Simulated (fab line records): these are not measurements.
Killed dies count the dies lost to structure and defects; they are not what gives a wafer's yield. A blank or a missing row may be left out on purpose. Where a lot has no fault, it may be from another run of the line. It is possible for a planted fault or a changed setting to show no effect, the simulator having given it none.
2 desks looking at one fault ; flow sky130 ; each desk holds nothing but its own numbers, with what lay behind them at the end

== AT THE METROLOGY DESK ==
Lot by lot, what the gauges showed, no matter which tool ran the lot: averages of those sampled wafers that carry a number. The brackets show how far a lot's mean lies from the usual mean; more than 4 standard deviations puts the lot out of limits, marked OUT.
Columns: A = VIA3_W_RS at SKY_VIA3_RS_MEAS_22, usual 0.294 ohm/sq; B = VIA3_W_THK at SKY_VIA3_THK_MEAS_23, usual 378 nm
lot;first seen here;A;B
L514;day 39 20:26;0.299;369
L515;day 41 17:48;0.293;385
L517;day 41 17:53;0.300;375
L519;day 41 19:32;0.296;371
L520;day 41 20:43;0.284;393
L518;day 41 22:28;0.285;387
L523;day 42 11:05;0.297;370
L533;day 45 06:23;0.249 (-7.1) OUT;444 (+6.6) OUT
L532;day 45 09:52;0.247 (-7.5) OUT;464 (+8.7) OUT
L534;day 45 11:02;0.284;396
This desk's result: L532, L533 out of limits, first on L533 (VIA3_W_RS at SKY_VIA3_RS_MEAS_22), day 45 06:23. L514, L515, L517, L519, L520, L518, L523, L534 stayed within limits.

== DESK OF THE TOOL OWNER: cvd w-01 ==
The tool's own readings at SKY_VIA3_CVD_21 (deposits W, target thk 390 nm, time 117.31 s): means of the sampled wafers that have a number, for each lot that ran on this tool. The brackets show how far a lot's mean lies from the usual mean; more than 4 standard deviations puts the lot out of limits, marked OUT.
Columns: A = heater power outer w at SKY_VIA3_CVD_21, usual 499 W; B = heater power w at SKY_VIA3_CVD_21, usual 838 W; C = susceptor temp C at SKY_VIA3_CVD_21, usual 400.01 C
lot;first seen here;A;B;C
L514;day 39 20:19;515;865;400.01
L517;day 41 17:45;525;861;400.11
L519;day 41 19:24;518;857;400.28
L523;day 42 10:58;525;855;399.87
L533;day 45 06:16;404;718;400.00
L532;day 45 09:45;580;943;399.94
Result from this desk: across the 6 lots, nothing is out of limits.

== ALL TOGETHER ==
The metrology desk could have raised an alarm at day 45 06:23, on L532, L533.
The tool owner's desk saw nothing out of limits.
On record at the tool owner's desk: L532, L533, within its limits.
Of the lots named, all ran SKY_VIA3_CVD_21 on cvd w-01.

== WHAT THE SIMULATOR HAD PUT IN ==
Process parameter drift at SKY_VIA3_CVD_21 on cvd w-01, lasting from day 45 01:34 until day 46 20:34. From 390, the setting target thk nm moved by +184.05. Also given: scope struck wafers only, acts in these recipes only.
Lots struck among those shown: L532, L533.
Time in hours between the start of the fault and the first out-of-limits reading at each desk: metrology desk, 5.
